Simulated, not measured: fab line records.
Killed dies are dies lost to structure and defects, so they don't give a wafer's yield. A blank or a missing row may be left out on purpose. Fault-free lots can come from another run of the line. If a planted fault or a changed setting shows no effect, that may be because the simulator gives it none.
Comparing a struck lot with a sound one | flow sky130 | 44 steps out of a route of 708
Sound: wafers L452.1, L452.2, L452.6. Wafers struck: L453.1, L453.2, L453.4. At the end, the cause is stated.
At each step with rows: each side's tool, then ch and its chambers, then its first start. Under that, the readings that differ: sound wafers | struck wafers | difference of the means | sigmas: that difference in standard deviations of wafers without a fault.
alike: readings with means less than 2 such deviations apart, plus words and numbers identical on both sides. not compared: withheld readings, readings lacking a value on some wafer, bounds such as >300 that could conceal the same value, and numbers that have no deviation in the record and whose values overlap.
Wherever a step has rows on one side only, a row that says differs or no value, or a row with sigmas, the two part there. Non-overlapping numbers with no deviation appear without sigmas and do not part them. A reading missing from all wafers of one side parts the sides only when that side holds two or more wafers.

first, 6 steps without rows for these wafers: SKY_VT_ADJUST_LVTN_HMDS_12 (prime time 60 s); SKY_VT_ADJUST_LVTN_COAT_13 (resist thk 1140 nm); SKY_VT_ADJUST_LVTN_SOFTBAKE_14 (time 60 s); SKY_VT_ADJUST_LVTN_EXPOSE_15 (exposes mask HVN STD DERIVED, target cd 600 nm); SKY_VT_ADJUST_LVTN_PEB_16; SKY_VT_ADJUST_LVTN_DEVELOP_17 (develop time 60 s).
SKY_VT_ADJUST_LVTN_OVL_MEAS_18:
  sound on overlay-01 at day 9 12:43; struck on overlay-02 at day 9 23:37
  alike: VT_ADJUST_LVTN_01_OVL
then, 1 step without rows for these wafers: SKY_VT_ADJUST_LVTN_IMPLANT_19.
SKY_VT_ADJUST_LVTN_STRIP_20: strips in O2/N2.
  sound on plasma_asher-01 ch 0,1, day 9 12:53; struck on plasma_asher-01 ch 0,1, day 9 23:47
  alike: drypump_motor_current_A, o2_flow_sccm, oes_product_au, strip_time_to_endpoint_s
  not compared: rf_hours_counter_h
SKY_VT_ADJUST_LVTN_TW_MEAS_21:
  sound on film_metro-03 at day 9 12:59; struck on film_metro-04 at day 9 23:53
  alike: VT_ADJUST_LVTN_2_TW
then, 2 steps without rows for these wafers: SKY_VT_ADJUST_NCORE_DEHYDRATE_00 (time 60 s); SKY_VT_ADJUST_NCORE_HMDS_01 (prime time 60 s).
SKY_VT_ADJUST_NCORE_COAT_02: resist thk 1140 nm.
  sound on litho_track-04 ch 0, day 9 23:55; struck on litho_track-01, day 10 11:16
  no value came back on the struck wafers for chill_plate_temp_C (C), dispense_pressure_kPa (kPa); on the sound wafers chill_plate_temp_C (C) reads 23.03 23.09 22.79
then, 4 steps without rows for these wafers: SKY_VT_ADJUST_NCORE_SOFTBAKE_03 (time 60 s); SKY_VT_ADJUST_NCORE_EXPOSE_04 (exposes mask LVTN COMPLEMENT THIN, target cd 380 nm); SKY_VT_ADJUST_NCORE_PEB_05; SKY_VT_ADJUST_NCORE_DEVELOP_06 (develop time 60 s).
SKY_VT_ADJUST_NCORE_CD_MEAS_07 targets a cd of 380 nm.
  sound on cd_sem-02 at day 10 11:37; struck on cd_sem-02 at day 10 23:20
  reading    | sound             | struck | difference                    | sigmas
  cd_nm (nm) | 383.6 381.5 383.1 | - - -  | no value on the struck wafers |
SKY_VT_ADJUST_NCORE_OVL_MEAS_08:
  sound on overlay-02 at day 10 11:44; struck on overlay-01 at day 10 23:28
  reading                  | sound       | struck | difference                    | sigmas
  VT_ADJUST_NCORE_OVL (nm) | 1.8 2.2 2.5 | - - -  | no value on the struck wafers |
then, 1 step without rows for these wafers: SKY_VT_ADJUST_NCORE_IMPLANT_09.
SKY_VT_ADJUST_NCORE_STRIP_10: strips in O2/N2.
  sound on plasma_asher-03 ch 0,1, day 10 11:55; struck on plasma_asher-04 ch 0,1, day 10 23:38
  no value came back on the struck wafers for oes_product_au (a.u.), strip_time_to_endpoint_s (s); on the sound wafers oes_product_au (a.u.) reads 0.722 0.714 0.711
  alike: drypump_motor_current_A, o2_flow_sccm
  not compared: rf_hours_counter_h
SKY_VT_ADJUST_NCORE_TW_MEAS_11:
  sound on film_metro-04 at day 10 12:01; struck on film_metro-04 at day 10 23:44
  alike: VT_ADJUST_NCORE_TW
then, 7 steps without rows for these wafers: SKY_VT_ADJUST_HVTR_DEHYDRATE_00 (time 60 s); SKY_VT_ADJUST_HVTR_HMDS_01 (prime time 60 s); SKY_VT_ADJUST_HVTR_COAT_02 (resist thk 1140 nm); SKY_VT_ADJUST_HVTR_SOFTBAKE_03 (time 60 s); SKY_VT_ADJUST_HVTR_EXPOSE_04 (exposes mask HVTRM, target cd 380 nm); SKY_VT_ADJUST_HVTR_PEB_05; SKY_VT_ADJUST_HVTR_DEVELOP_06 (develop time 60 s).
SKY_VT_ADJUST_HVTR_CD_MEAS_07 targets a cd of 380 nm.
  sound on cd_sem-02 at day 11 10:53; struck on cd_sem-02 at day 11 22:29
  alike: cd_nm
SKY_VT_ADJUST_HVTR_OVL_MEAS_08:
  sound on overlay-02 at day 11 11:01; struck on overlay-02 at day 11 22:37
  alike: VT_ADJUST_HVTR_OVL
then, 1 step without rows for these wafers: SKY_VT_ADJUST_HVTR_IMPLANT_09.
SKY_VT_ADJUST_HVTR_STRIP_10: strips in O2/N2.
  sound on plasma_asher-04 ch 0,1, day 11 11:11; struck on plasma_asher-02 ch 0,1, day 11 22:47
  alike: drypump_motor_current_A, o2_flow_sccm, oes_product_au, strip_time_to_endpoint_s
  not compared: rf_hours_counter_h
SKY_VT_ADJUST_HVTR_TW_MEAS_11:
  sound on film_metro-02 at day 11 11:17; struck on film_metro-02 at day 11 22:53
  reading           | sound             | struck            | difference | sigmas
  VT_ADJUST_HVTR_TW | 210.8 210.1 210.1 | 263.0 262.8 261.5 | +52.1      | +17
then, 7 steps without rows for these wafers: SKY_VT_ADJUST_PCH_DEHYDRATE_00 (time 60 s); SKY_VT_ADJUST_PCH_HMDS_01 (prime time 60 s); SKY_VT_ADJUST_PCH_COAT_02 (resist thk 3000 nm); SKY_VT_ADJUST_PCH_SOFTBAKE_03; SKY_VT_ADJUST_PCH_EXPOSE_04 (exposes mask NWM, target cd 840 nm); SKY_VT_ADJUST_PCH_PEB_05; SKY_VT_ADJUST_PCH_DEVELOP_06 (develop time 60 s).
SKY_VT_ADJUST_PCH_OVL_MEAS_07:
  sound on overlay-02 at day 12 10:59; struck on overlay-02 at day 12 23:34
  alike: VT_ADJUST_PCH_OVL
SKY_VT_ADJUST_PCH_TW_MEAS_10:
  sound on film_metro-01 at day 12 11:16; struck on film_metro-01 at day 12 23:52
  reading          | sound             | struck            | difference | sigmas
  VT_ADJUST_PCH_TW | 141.0 141.0 141.4 | 229.4 228.6 229.7 | +88.1      | +68
SKY_SONOS_TUNNEL_TW_MEAS_12:
  sound on film_metro-03 at day 13 12:58; struck on film_metro-01 at day 14 02:01
  reading         | sound             | struck            | difference | sigmas
  SONOS_TUNNEL_TW | 201.8 201.2 200.6 | 252.9 253.7 252.9 | +52.0      | +24

== WHERE THEY PART ==
Earliest at SKY_VT_ADJUST_NCORE_COAT_02; latest, in this record, at SKY_SONOS_TUNNEL_TW_MEAS_12.

WHY: the cause the simulator had injected
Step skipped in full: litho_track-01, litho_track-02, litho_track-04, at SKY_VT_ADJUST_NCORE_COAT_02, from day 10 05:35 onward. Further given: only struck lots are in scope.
